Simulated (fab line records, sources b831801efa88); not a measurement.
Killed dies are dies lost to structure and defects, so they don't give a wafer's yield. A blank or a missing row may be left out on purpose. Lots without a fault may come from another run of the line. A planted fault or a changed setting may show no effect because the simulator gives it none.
Which tool did it? | flow sky130 | 10 lots, 30 wafers sampled, at 7 steps of a route of 708

WHAT THE GAUGES READ, wafer by wafer
SKY_LDD_LDN_TW_MEAS_13.
lot  | measured     | on            | LDD_LDN_TW
L579 | day 23 12:58 | film_metro-02 | 1489 1486 1482
L580 | day 23 20:23 | film_metro-01 | 1464 1466 1468
L582 | day 24 12:26 | film_metro-03 | 1464 1472 1467
L591 | day 28 15:20 | film_metro-01 | 1468 1462 1471
L592 | day 28 20:34 | film_metro-01 | 1461 1468 1465
L593 | day 29 07:07 | film_metro-01 | 1470 1469 1487
L595 | day 29 12:37 | film_metro-02 | 1484 1471 1477
L598 | day 30 01:26 | film_metro-03 | 1478 1472 1471
L599 | day 30 13:40 | film_metro-01 | 1467 1470 1468
L600 | day 30 20:30 | film_metro-02 | 1478 1475 1479

SKY_POLY_CUT_OVL_MEAS_09.
lot  | measured     | on         | POLY_CUT_OVL (nm)
L579 | day 24 20:25 | overlay-02 | 2 1 6
L580 | day 25 02:58 | overlay-02 | 7 2 -1
L582 | day 25 19:01 | overlay-01 | -11 -6 -10
L591 | day 30 00:00 | overlay-01 | -4 2 -1
L592 | day 30 03:12 | overlay-02 | -2 -3 5
L593 | day 30 12:30 | overlay-02 | 5 6 11
L595 | day 30 18:16 | overlay-01 | -2 -2 0
L598 | day 31 08:10 | overlay-01 | 8 5 -1
L599 | day 31 19:03 | overlay-02 | 1 10 8
L600 | day 32 02:13 | overlay-01 | 4 5 4

SKY_SD_P_TW_MEAS_11.
lot  | measured     | on            | SD_P_TW
L579 | day 26 02:32 | film_metro-04 | 2848 2855 2842
L580 | day 26 07:48 | film_metro-02 | 2677 2682 2678 2684 2677 2668
L582 | day 27 00:34 | film_metro-02 | 2667 2674 2678 2669 2670 2664
L591 | day 31 04:15 | film_metro-02 | 2842 2832 2858
L592 | day 31 07:12 | film_metro-02 | 2833 2828 2846
L593 | day 31 16:48 | film_metro-02 | 2842 2846 2840
L595 | day 31 22:38 | film_metro-04 | 2863 2868 2873
L598 | day 32 12:04 | film_metro-01 | 2807 2803 2806
L599 | day 32 22:51 | film_metro-04 | 2858 2855 2845
L600 | day 33 05:55 | film_metro-04 | 2854 2843 2853

SKY_SD_N_RS_MEAS_17: measures by four-point-probe.
lot  | measured     | on            | SD_P_RS (ohm/sq)
L579 | day 28 12:57 | film_metro-04 | 146.9 146.9 146.3
L580 | day 28 18:06 | film_metro-02 | 150.9 151.0 150.9 150.8 151.1 151.0
L582 | day 29 10:19 | film_metro-04 | 151.4 151.7 151.2 151.9 151.9 151.6
L591 | day 33 12:13 | film_metro-01 | 147.1 147.4 146.8
L592 | day 33 14:21 | film_metro-02 | 147.9 147.5 147.9
L593 | day 33 23:57 | film_metro-02 | 147.3 147.3 147.4
L595 | day 34 05:33 | film_metro-04 | 146.8 146.8 146.8
L598 | day 34 18:35 | film_metro-02 | 147.0 146.7 147.2
L599 | day 35 04:52 | film_metro-02 | 147.3 147.6 147.4
L600 | day 35 11:59 | film_metro-02 | 147.4 147.7 147.7

WHICH TOOL RAN EACH LOT (tool, then ch and the chambers of the sampled wafers, then the start)
lot  | SKY_LDD_LDN_STRIP_12                 | SKY_SD_P_IMPLANT_09             | SKY_SD_P_STRIP_10
L579 | plasma_asher-03 ch 0,1, day 23 12:52 | implanter-01 ch 0, day 26 02:17 | plasma_asher-02 ch 0,1, day 26 02:26
L580 | plasma_asher-04 ch 0,1, day 23 20:17 | implanter-01 ch 0, day 26 07:33 | plasma_asher-04 ch 0,1, day 26 07:42
L582 | plasma_asher-01 ch 0,1, day 24 12:20 | implanter-01 ch 0, day 27 00:20 | plasma_asher-03 ch 0,1, day 27 00:27
L591 | plasma_asher-04 ch 0,1, day 28 15:13 | implanter-01 ch 0, day 31 04:01 | plasma_asher-03 ch 0,1, day 31 04:08
L592 | plasma_asher-04 ch 0,1, day 28 20:28 | implanter-03 ch 0, day 31 06:57 | plasma_asher-04 ch 0,1, day 31 07:06
L593 | plasma_asher-04 ch 0,1, day 29 07:01 | implanter-03 ch 0, day 31 16:33 | plasma_asher-03 ch 0,1, day 31 16:42
L595 | plasma_asher-01 ch 0,1, day 29 12:31 | implanter-04 ch 0, day 31 22:23 | plasma_asher-04 ch 0,1, day 31 22:32
L598 | plasma_asher-01 ch 0,1, day 30 01:19 | implanter-01 ch 0, day 32 11:50 | plasma_asher-02 ch 0,1, day 32 11:58
L599 | plasma_asher-01 ch 0,1, day 30 13:34 | implanter-04 ch 0, day 32 22:36 | plasma_asher-03 ch 0, day 32 22:45
L600 | plasma_asher-01 ch 0,1, day 30 20:25 | implanter-01 ch 0, day 33 05:42 | plasma_asher-02 ch 0,1, day 33 05:50
- SKY_LDD_LDN_STRIP_12: strips in O2/N2.
- SKY_SD_P_IMPLANT_09
- SKY_SD_P_STRIP_10: strips in O2/N2.

WHAT THE TOOLS THEMSELVES READ (means of the sampled wafers that have a number; where no wafer has one, the mark that the record gives instead)
SKY_LDD_LDN_STRIP_12.
lot  | tool            | drypump_motor_current_A (A) | oes_product_au (a.u.) | strip_time_to_endpoint_s (s)
L579 | plasma_asher-03 | 5.98                        | 0.713                 | 14.16
L580 | plasma_asher-04 | 5.21                        | 0.722                 | 14.22
L582 | plasma_asher-01 | 5.45                        | 0.719                 | 14.20
L591 | plasma_asher-04 | 5.22                        | 0.717                 | 14.20
L592 | plasma_asher-04 | 5.22                        | 0.719                 | 14.14
L593 | plasma_asher-04 | 5.23                        | 0.715                 | 14.16
L595 | plasma_asher-01 | 5.46                        | 0.721                 | 14.18
L598 | plasma_asher-01 | 5.45                        | 0.717                 | 14.20
L599 | plasma_asher-01 | 5.46                        | 0.711                 | 14.18
L600 | plasma_asher-01 | 5.46                        | 0.715                 | 14.16

SKY_SD_P_IMPLANT_09.
lot  | tool         | beam_on_s (s) | end_station_pressure_torr (Torr) | faraday_current_uA
L579 | implanter-01 | 11.1          | 1.71e-05                         | 14646
L580 | implanter-01 | 8.4           | 1.69e-05                         | 19183
L582 | implanter-01 | 8.5           | 1.71e-05                         | 19152
L591 | implanter-01 | 11.2          | 1.69e-05                         | 14438
L592 | implanter-03 | 13.1          | 1.44e-05                         | 12458
L593 | implanter-03 | 13.3          | 1.40e-05                         | 12299
L595 | implanter-04 | 12.5          | 1.52e-05                         | 13104
L598 | implanter-01 | 11.3          | 1.70e-05                         | 14375
L599 | implanter-04 | 12.6          | 1.57e-05                         | 12892
L600 | implanter-01 | 11.0          | 1.75e-05                         | 14768

SKY_SD_P_STRIP_10.
lot  | tool            | drypump_motor_current_A (A) | oes_product_au (a.u.) | strip_time_to_endpoint_s (s)
L579 | plasma_asher-02 | 5.5                         | 0.617                 | 17.53
L580 | plasma_asher-04 | 5.1                         | 0.629                 | 17.02
L582 | plasma_asher-03 | 6.0                         | 0.629                 | 16.99
L591 | plasma_asher-03 | 6.0                         | 0.619                 | 17.53
L592 | plasma_asher-04 | 5.2                         | 0.616                 | 17.44
L593 | plasma_asher-03 | 5.9                         | 0.616                 | 17.47
L595 | plasma_asher-04 | 5.3                         | 0.615                 | 17.48
L598 | plasma_asher-02 | 5.6                         | 0.621                 | 17.52
L599 | plasma_asher-03 | 6.0                         | 0.611                 | 17.48
L600 | plasma_asher-02 | 5.5                         | 0.614                 | 17.47

THE ANSWER, worked out from the rows above alone
Rule: what is usual is taken from the lots themselves. Put in order of their means at a reading, lots are off if they are a third of the lots or fewer, leave a main group of 4 or more, and stand apart from it by a gap of 3 or more times the standard deviation of the main group's means; of several such gaps the widest counts. A main group whose means are all the same, to the digits that the tables above print for the reading, isn't used. A lot without any number at a reading at which 4 lots or more have one is off too. The other lots that the step has rows for count as sound. The gauges are gone through in route order, then the tools' own readings, and for those a lot's mean is taken as printed above. The first step at which some lot is off is used, and at that step the reading that is off furthest; a lot without a number counts as furthest.
Off: L580, L582, at SKY_SD_P_TW_MEAS_11 (SD_P_TW). The main group: mean 2843, standard deviation 17.
A tool fits if, at a process step before that reading, it ran every lot that is off, and no sound lot after the first of them. The gauges at SKY_SD_P_TW_MEAS_11 aren't tried: what is off there is off at SKY_SD_P_IMPLANT_09 too, on other tools, and a gauge's error can't cause that. None of those tried fits.

WHAT THE SIMULATOR HAD PUT IN
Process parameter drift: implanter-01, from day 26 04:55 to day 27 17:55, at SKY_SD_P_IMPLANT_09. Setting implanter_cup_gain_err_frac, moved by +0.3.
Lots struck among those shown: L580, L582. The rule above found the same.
